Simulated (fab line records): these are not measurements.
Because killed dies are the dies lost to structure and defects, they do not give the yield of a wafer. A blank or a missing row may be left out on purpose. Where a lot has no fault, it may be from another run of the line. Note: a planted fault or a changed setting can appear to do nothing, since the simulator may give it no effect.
Split-lot study | flow gf180mcu | on a route of 602 steps: 5 lots, 23 wafers read

== THE SPLIT ==
At GF_NSD_COAT_02 (resist thk 1000 nm), the setting spinRpm was moved away from the recipe's 3000 rpm on 6 of the 23 wafers read, by -5.6% to +4.1%. The other wafers ran this setting at the recipe's value.

The split's own step is where the reading is taken.

== THE READING ==
NOVOLAK_of_NSD_COAT_02.thkNm (the simulator's own value, which no gauge read), in nm, at GF_NSD_COAT_02 (resist thk 1000 nm). No usual value for it is given in the file. The 17 wafers here that ran the recipe average 1001.1 nm, standard deviation 3.1 nm.

wafer  | tool, chamber at the split | spinRpm as run, rpm | against the recipe | NOVOLAK_of_NSD_COAT_02.thkNm, nm | against lot-mates on the recipe
L077.1 | lithoTrack-01, 0           | 3000                | recipe             | 996.3                            | -
L077.2 | lithoTrack-01, 0           | 3000                | recipe             | 997.2                            | -
L077.4 | lithoTrack-01, 0           | 3000                | recipe             | 997.1                            | -
L077.5 | lithoTrack-01, 0           | 3000                | recipe             | 998.1                            | -
L077.6 | lithoTrack-01, 0           | 3000                | recipe             | 998.7                            | -
L079.1 | lithoTrack-04, 0           | 3000                | recipe             | 1002                             | -
L079.2 | lithoTrack-04, 0           | 3000                | recipe             | 1001                             | -
L079.3 | lithoTrack-04, 0           | 3000                | recipe             | 1001                             | -
L079.4 | lithoTrack-04, 0           | 2833                | -5.6%              | 1033                             | +31.7
L079.5 | lithoTrack-04, 0           | 2833                | -5.6%              | 1031                             | +29.7
L080.2 | lithoTrack-02, 0           | 3000                | recipe             | 999.2                            | -
L080.3 | lithoTrack-02, 0           | 3000                | recipe             | 998.6                            | -
L080.4 | lithoTrack-02, 0           | 2894                | -3.5%              | 1016                             | +16.1
L080.5 | lithoTrack-02, 0           | 3000                | recipe             | 1002                             | -
L080.6 | lithoTrack-02, 0           | 2894                | -3.5%              | 1018                             | +18.1
L081.1 | lithoTrack-04, 0           | 3124                | +4.1%              | 985.6                            | -19.4
L081.2 | lithoTrack-04, 0           | 3000                | recipe             | 1008                             | -
L081.3 | lithoTrack-04, 0           | 3124                | +4.1%              | 983.5                            | -21.5
L081.4 | lithoTrack-04, 0           | 3000                | recipe             | 1003                             | -
L081.5 | lithoTrack-04, 0           | 3000                | recipe             | 1004                             | -
L082.2 | lithoTrack-02, 0           | 3000                | recipe             | 1004                             | -
L082.5 | lithoTrack-02, 0           | 3000                | recipe             | 1003                             | -
L082.6 | lithoTrack-02, 0           | 3000                | recipe             | 1005                             | -

FIT RESULTS
A straight line over all 23 wafers: NOVOLAK_of_NSD_COAT_02.thkNm changes by -4.86 nm for each +1% of spinRpm; r = -0.96; the points scatter about the line by 3.3 nm.
The same after taking each lot's own level away (the mean of its wafers on the recipe; 23 wafers): -5.2 nm for each +1%; r = -0.99; scatter 1.4 nm.
The reading moves by 29 nm for the largest change in spinRpm, on that fit.
Measured against the standard deviation above, the lots' own levels, which go from 997.48 to 1005.00 nm, span 2.4 times it.
Hence the lot-to-lot level has little effect on the slope; both slopes agree.
Check: +28.1 nm against its lot-mates is what the line predicts for one of the wafers moved furthest among these (-5.6%) when that wafer is left out of the fit. Against them it came out at +31.7 nm.

== THE WHOLE CHAIN: every reading that the file lists as answering this split, in the file's order ==
step            | what it does       | reading                                                                       | change (the file's fit)              | r (the file's)
GF_NSD_COAT_02  | resist thk 1000 nm | NOVOLAK_of_NSD_COAT_02.thkNm (the simulator's own value, which no gauge read) | -5.23 nm for each +1% of the setting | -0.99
GF_NSD_STRIP_11 | strips in O2/N2    | stripTimeToEndpointS                                                          | withheld for each +1% of the setting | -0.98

== FILE'S OWN FIT ==
NOVOLAK_of_NSD_COAT_02.thkNm changes by -5.23 nm for each +1% of spinRpm, r = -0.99.
